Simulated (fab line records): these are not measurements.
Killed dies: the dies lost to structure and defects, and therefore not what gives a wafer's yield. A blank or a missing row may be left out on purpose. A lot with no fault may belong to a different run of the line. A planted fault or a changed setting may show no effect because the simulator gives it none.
2 desks looking at one fault    flow gf180mcu    numbers are kept per desk, each desk with only its own; the story behind them comes last

## FROM THE METROLOGY DESK
Lot by lot, what the gauges showed, no matter which tool ran the lot: averages of those sampled wafers that carry a number. Marked OUT: a lot whose mean sits more than 4 standard deviations from the usual mean, which makes it out of limits; the brackets give that distance.
Columns: A = SALICIDE_TIN_RS at GF_SALICIDE_RS_MEAS_04, usual 16.34 ohm/sq; B = SALICIDE_TIN_THK at GF_SALICIDE_THK_MEAS_05, usual 19.80 nm; C = CONTACT_CVD_00_THK at GF_CONTACT_THK_MEAS_01, usual 301.6 nm
lot   first seen here  A                 B                C
L188  day 14 22:13     16.20             19.71            304.7
L189  day 15 07:11     16.60             19.62            301.6
L198  day 18 23:04     14.17 (-8.0) OUT  28.16 (+42) OUT  300.2
L199  day 19 04:32     13.78 (-9.5) OUT  28.61 (+44) OUT  301.5
L200  day 19 11:37     16.28             19.91            304.3
L203  day 20 08:28     16.59             19.76            303.0
L204  day 20 22:40     15.86             19.94            307.2
L205  day 21 12:21     16.50             20.02            300.5
L207  day 22 02:16     16.31             19.68            301.5
L209  day 22 17:56     16.28             20.06            299.7
L210  day 23 07:48     16.37             19.71            301.3
L211  day 23 08:36     16.56             19.85            301.4
Per this desk, out of limits: L198, L199; the first was L198, day 18 23:04 (SALICIDE_TIN_RS at GF_SALICIDE_RS_MEAS_04). L188, L189, L200, L203, L204, L205, L207, L209, L210, L211 stayed within limits.

## TOOL OWNER'S DESK, pvd-sputter-04
The tool's own readings at GF_SALICIDE_SPUTTER_03 (material TiN, target thk 20 nm, time 16.7 s): means of the sampled wafers that have a number, for each lot that ran on this tool. Marked OUT: a lot whose mean sits more than 4 standard deviations from the usual mean, which makes it out of limits; the brackets give that distance.
Columns: A = cathode-dc-power-W at GF_SALICIDE_SPUTTER_03, usual 6500.3 W; B = throttle-valve-pct at GF_SALICIDE_SPUTTER_03, usual 30.1 %
lot   first seen here  A       B
L188  day 14 22:12     6499.0  31.0
L189  day 15 07:06     6499.8  31.3
L198  day 18 23:02     6500.3  30.8
L199  day 19 04:29     6500.6  28.8
Result from this desk: across the 4 lots, nothing is out of limits.

## PUT TOGETHER
At day 18 23:04 the metrology desk could have sounded an alarm, on L198, L199.
Nothing out of limits was seen by the tool owner's desk.
The tool owner's desk has L198, L199 on record, within its limits.
On pvd-sputter-04, each named lot ran GF_SALICIDE_SPUTTER_03.

## WHAT THE SIMULATOR HAD INSERTED
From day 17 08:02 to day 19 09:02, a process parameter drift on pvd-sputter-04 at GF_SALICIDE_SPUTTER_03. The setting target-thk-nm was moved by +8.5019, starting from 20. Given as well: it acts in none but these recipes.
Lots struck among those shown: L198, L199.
Per desk, hours elapsed from the start of the fault to the first reading out of limits: for the metrology desk, 39.
